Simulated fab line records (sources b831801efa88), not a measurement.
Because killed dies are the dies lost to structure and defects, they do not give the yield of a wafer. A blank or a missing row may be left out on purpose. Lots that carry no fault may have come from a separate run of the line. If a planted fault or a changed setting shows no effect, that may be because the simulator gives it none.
Matching of chambers | flow sky130 | cmp-02 running SKY_VIA3_CMP_24: 4 sister chambers
The step polishes, stops on SiO2, t overpolish 20 s, target thk 0 nm. 22 wafers are shown with their chamber, then 11 later ones without.

## WAFERS PAIRED WITH THEIR CHAMBERS
wafer  | chamber | motor_current_A (A) | time_to_endpoint_s (s) | overpolish_run_s (s)
L135.2 | 1       | 12.2                | 98                     | 19.988
L135.4 | 0       | 11.6                | 97                     | 19.995
L135.5 | 0       | 12.0                | 93                     | 19.997
L136.1 | 0       | 10.9                | 95                     | 19.996
L136.4 | 2       | 10.3                | 94                     | 20.002
L136.6 | 2       | 10.8                | 96                     | 19.981
L137.2 | 2       | 9.9                 | 93                     | 19.992
L137.3 | 0       | 11.7                | 91                     | 20.005
L137.4 | 1       | 11.4                | 95                     | 19.996
L138.2 | 1       | 11.2                | 92                     | 19.993
L138.3 | 3       | 10.7                | 88                     | 20.011
L138.5 | 1       | 10.9                | 94                     | 19.994
L141.2 | 3       | 11.0                | 91                     | 19.995
L141.3 | 2       | 9.8                 | 90                     | 20.017
L141.4 | 0       | 12.1                | 94                     | 19.996
L139.3 | 0       | 12.4                | 88                     | 19.999
L139.5 | 2       | 10.4                | 91                     | 20.011
L139.6 | 1       | 10.7                | 88                     | 19.998
L140.1 | 1       | 11.5                | 93                     | 20.005
L140.3 | 2       | 9.9                 | 92                     | 20.014
L140.4 | 3       | 10.6                | 90                     | 20.011
L145.2 | 1       | 11.1                | 97                     | 19.989

SIGNATURES (means of the wafers above)
reading            | chamber 0 | chamber 1 | chamber 2 | chamber 3 | scatter within a chamber
motor_current_A    | 11.783    | 11.286    | 10.183    | 10.767    | 0.448
time_to_endpoint_s | 93.00     | 93.86     | 92.67     | 89.67     | 2.84
overpolish_run_s   | 19.99800  | 19.99471  | 20.00283  | 20.00567  | 0.0089
Rule: distance of a wafer from a chamber = root of the sum over the readings of ((wafer's reading minus chamber's mean) / reading's scatter) squared. The wafer belongs to the nearest chamber; if the next one is less than 2 further off, it can't be placed. The scatter: the root of (the sum of the squares of (reading less its chamber's mean) over the shown wafers, divided by (wafers less chambers)).

## WAFERS WITH NO CHAMBER GIVEN
wafer  | motor_current_A (A) | time_to_endpoint_s (s) | overpolish_run_s (s)
L145.3 | 10.1                | 92                     | 20.009
L145.5 | 10.9                | 95                     | 20.007
L144.1 | 10.4                | 102                    | 20.000
L144.3 | 11.1                | 97                     | 19.998
L144.6 | 11.5                | 97                     | 20.000
L147.3 | 10.9                | 99                     | 20.012
L147.5 | 11.5                | 99                     | 19.998
L147.6 | 11.0                | 100                    | 19.985
L148.1 | 12.1                | 100                    | 19.983
L148.2 | 10.7                | 104                    | 19.999
L148.4 | 11.4                | 95                     | 19.993

## CHAMBER TAKEN BY EACH
wafer  | from the rows above               | in truth
L145.3 | can't be placed: 2 or 3           | 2
L145.5 | can't be placed: 1 or 2 or 3 or 0 | 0
L144.1 | can't be placed: 2 or 1 or 0 or 3 | 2
L144.3 | can't be placed: 1 or 0 or 2 or 3 | 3
L144.6 | can't be placed: 1 or 0 or 3 or 2 | 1
L147.3 | can't be placed: 1 or 2 or 0 or 3 | 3
L147.5 | can't be placed: 1 or 0 or 2 or 3 | 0
L147.6 | can't be placed: 1 or 0 or 2 or 3 | 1
L148.1 | can't be placed: 0 or 1           | 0
L148.2 | can't be placed: 1 or 2 or 0 or 3 | 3
L148.4 | can't be placed: 1 or 0           | 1
Correctly placed: 0 of 11. Can't be placed from these rows: 11 (the true chamber is among the candidates in 11). Number placed wrongly: 0.
